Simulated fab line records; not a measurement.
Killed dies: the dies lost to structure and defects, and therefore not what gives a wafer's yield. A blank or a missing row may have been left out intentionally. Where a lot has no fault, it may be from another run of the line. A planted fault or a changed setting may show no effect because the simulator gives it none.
What tool caused it? / flow sky130 / 11 lots, 33 wafers sampled, at 3 steps of a route of 708

WHAT THE GAUGES SHOWED, per wafer
SKY_VIA3_CD_MEAS_12: the cd target is 200 nm.
lot=L912; measured=day 40 03:39; on=cd_sem-02; cd_nm (nm)=200.0 199.9 200.9
lot=L914; measured=day 40 16:32; on=cd_sem-02; cd_nm (nm)=201.1 202.9 201.9
lot=L913; measured=day 40 22:09; on=cd_sem-01; cd_nm (nm)=200.2 200.6 198.9
lot=L915; measured=day 41 01:28; on=cd_sem-01; cd_nm (nm)=200.5 200.0 201.0
lot=L919; measured=day 41 18:34; on=cd_sem-02; cd_nm (nm)=201.4 200.0 200.2
lot=L921; measured=day 42 09:58; on=cd_sem-02; cd_nm (nm)=199.3 199.7 199.0
lot=L924; measured=day 43 08:17; on=cd_sem-02; cd_nm (nm)=138.0 193.5 168.2
lot=L927; measured=day 43 20:39; on=cd_sem-02; cd_nm (nm)=171.9 192.4 151.7
lot=L930; measured=day 44 19:50; on=cd_sem-01; cd_nm (nm)=199.4 198.8 199.4
lot=L933; measured=day 45 11:17; on=cd_sem-01; cd_nm (nm)=201.0 198.9 199.2
lot=L934; measured=day 45 17:04; on=cd_sem-02; cd_nm (nm)=200.2 200.6 200.7

WHICH TOOL RAN EACH LOT (tool, then ch and the chambers of the sampled wafers, then the start)
lot=L912; SKY_VIA1_CMP_24=cmp-02 ch 1,3, day 34 16:39; SKY_VIA3_EXPOSE_09=krf_scanner-02 ch 0, day 39 15:51
lot=L914; SKY_VIA1_CMP_24=cmp-02 ch 0,1,3, day 35 07:27; SKY_VIA3_EXPOSE_09=krf_scanner-01 ch 0, day 40 04:44
lot=L913; SKY_VIA1_CMP_24=cmp-02 ch 0,2,3, day 35 10:53; SKY_VIA3_EXPOSE_09=krf_scanner-01 ch 0, day 40 10:27
lot=L915; SKY_VIA1_CMP_24=cmp-01 ch 1,3, day 35 15:11; SKY_VIA3_EXPOSE_09=krf_scanner-02 ch 0, day 40 13:52
lot=L919; SKY_VIA1_CMP_24=cmp-02 ch 1,2, day 36 10:10; SKY_VIA3_EXPOSE_09=krf_scanner-02 ch 0, day 41 06:48
lot=L921; SKY_VIA1_CMP_24=cmp-01 ch 1,2,3, day 37 02:50; SKY_VIA3_EXPOSE_09=krf_scanner-02 ch 0, day 41 22:19
lot=L924; SKY_VIA1_CMP_24=cmp-01 ch 1,2,3, day 38 02:26; SKY_VIA3_EXPOSE_09=krf_scanner-02 ch 0, day 42 21:17
lot=L927; SKY_VIA1_CMP_24=cmp-01 ch 1,2,3, day 38 14:50; SKY_VIA3_EXPOSE_09=krf_scanner-02 ch 0, day 43 09:08
lot=L930; SKY_VIA1_CMP_24=cmp-02 ch 1,2,3, day 39 17:02; SKY_VIA3_EXPOSE_09=krf_scanner-01 ch 0, day 44 09:00
lot=L933; SKY_VIA1_CMP_24=cmp-01 ch 1,2,3, day 40 10:13; SKY_VIA3_EXPOSE_09=krf_scanner-01 ch 0, day 45 00:42
lot=L934; SKY_VIA1_CMP_24=cmp-01 ch 0,1, day 40 14:10; SKY_VIA3_EXPOSE_09=krf_scanner-01 ch 0, day 45 06:09
- SKY_VIA1_CMP_24: polishes, stops on SiO2, t overpolish 15 s, target thk 0 nm.
- SKY_VIA3_EXPOSE_09: exposes mask VIM3, target cd 200 nm.

THE ANSWER, worked out from the rows above alone
Rule: the usual values come from the lots themselves. The widest of any qualifying gaps counts: lots, ordered by their means at a reading, are off when they make up no more than a third of the lots, leave a main group of 4 or more, and stand apart from it by 3 or more times the standard deviation of that group's means. Not used: any main group whose means are identical at the precision the tables above print for the reading. Also off: a lot with no number at a reading for which 4 or more lots have one. Where the step has rows for the other lots, those lots are counted as sound.
Off at SKY_VIA3_CD_MEAS_12 (cd_nm): L924, L927. Mean 200.2 nm and standard deviation 0.78 in the main group.
If a tool, at a process step before that reading, ran all the lots that are off and no sound lot after the first of them, it fits. Those tools and the gauges at SKY_VIA3_CD_MEAS_12 are tried in the same way. One fits: SKY_VIA3_EXPOSE_09 on krf_scanner-02. Its last sound lot is L921 (day 41 22:19), its first lot that is off L924 (day 42 21:17): a fault that began between those two fits.

WHAT THE SIMULATOR HAD PUT IN
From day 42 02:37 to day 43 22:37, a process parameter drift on krf_scanner-02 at SKY_VIA3_EXPOSE_09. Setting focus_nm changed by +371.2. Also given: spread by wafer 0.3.
Shown lots that were struck: L924, L927. The same result came from the rule above.
